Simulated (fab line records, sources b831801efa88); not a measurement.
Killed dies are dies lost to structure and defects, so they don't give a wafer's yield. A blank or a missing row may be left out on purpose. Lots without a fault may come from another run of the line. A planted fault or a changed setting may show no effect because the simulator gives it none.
Problem report in the 8D (eight disciplines) form, filled by code | flow sky130 | the parts of the form that need people (team, actions taken, sign-off) are left out

1. THE PROBLEM
CAPM_TIN_RS at SKY_CAPM_RS_MEAS_03 reads a mean of 5.52 ohm/sq on 2 wafers of 2 lots; wafers without a fault read 6.87 ohm/sq with a standard deviation of 0.08. That is -17 standard deviations from the usual mean.
The step: measures by four-point-probe.
First seen on wafer L565.4, day 39 08:10, on film_metro-03. The record holds 30 wafers of 10 lots with a number at this step. Rule for "out", or "out of limits": more than 4 standard deviations from the usual mean. The other wafers with a number count as sound.

2. WHAT IT IS AND WHAT IT IS NOT
question                    | is                | is not
which readings at this step | CAPM_TIN_RS       | -
which lots                  | L565, L566        | L559, L561, L564, L575, L577, L578, L580, L581
which wafers of those lots  | L565.4, L566.4    | L565.3, L565.5, L566.3, L566.6
read on which gauges        | film_metro-03     | film_metro-04
when                        | from day 39 08:10 | up to then (11 sound wafers); but 17 sound wafers of L566, L575, L577, L578, L580, L581 came after

3. SUSPECTS, AND WHAT RULES EACH OUT
Counting: a tool at a process step up to the reading stays a suspect if it ran every lot that is out. Sound lots after the first of them don't rule it out here, since some wafers of a struck lot are sound.
- the gauge at SKY_CAPM_RS_MEAS_03: ruled out. All the wafers that are out were read on film_metro-03, but those of them that SKY_CAPM_METAL_ETCH_13 has rows for are out there too, on other tools.
- pvd_sputter-04 at SKY_CAPM_SPUTTER_02 (material TiN, target thk 200 nm, time 166.7 s): kept. It ran every lot that is out, first L565 (day 39 08:01); its last sound lot up to then is L561 (day 37 10:58).
Left after counting: pvd_sputter-04 at SKY_CAPM_SPUTTER_02.

4. THE CAUSE (what the simulator had put in)
Process parameter drift: pvd_sputter-04, from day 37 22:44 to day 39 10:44, at SKY_CAPM_SPUTTER_02. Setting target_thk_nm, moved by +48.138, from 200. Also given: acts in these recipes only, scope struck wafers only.
Counting left only this tool.

5. THE CHAIN OF EFFECTS, in route order
Each row: a reading whose mean over the struck wafers that have a number lies more than 3 standard deviations from the usual. Only readings for which the record gives a usual standard deviation are gone through. hours: the time from each lot's start at the first step in this table that gives one to its start at this step, as a median over the lots. sigmas: the change in usual standard deviations.
hours | step                   | reading            | usual       | on struck wafers | change | sigmas
0     | SKY_CAPM_RS_MEAS_03    | CAPM_TIN_RS        | 6.87 ohm/sq | 5.52             | -1.35  | -17
0     | SKY_CAPM_THK_MEAS_04   | CAPM_TIN_THK       | 201.5 nm    | 250.4            | +48.9  | +19
24    | SKY_CAPM_METAL_ETCH_13 | oes_product_au     | 0.944 a.u.  | 1.018            | +0.074 | +9.6
24    | SKY_CAPM_METAL_ETCH_13 | throttle_valve_pct | 21.900 %    | 21.842           | -0.058 | -5.8
The process steps in it:
- SKY_CAPM_METAL_ETCH_13: etches TiN in Cl2/BCl3, stops on SiO2, target depth 220 nm, time 62.9 s.

6. WHAT WOULD HAVE CAUGHT IT SOONER
In this record the first reading out of limits at a measuring or inspecting step was taken at day 39 08:10, 33 hours after the fault began at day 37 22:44.
Of the tool readings at SKY_CAPM_SPUTTER_02 for which the record gives a usual standard deviation, none was out on any struck wafer, so an alarm limit of 4 standard deviations on them would not have fired.
Of the lots that are out (2), L566 began SKY_CAPM_SPUTTER_02 on pvd_sputter-04 after day 39 08:10. A hold on the tool at that time would have spared it.
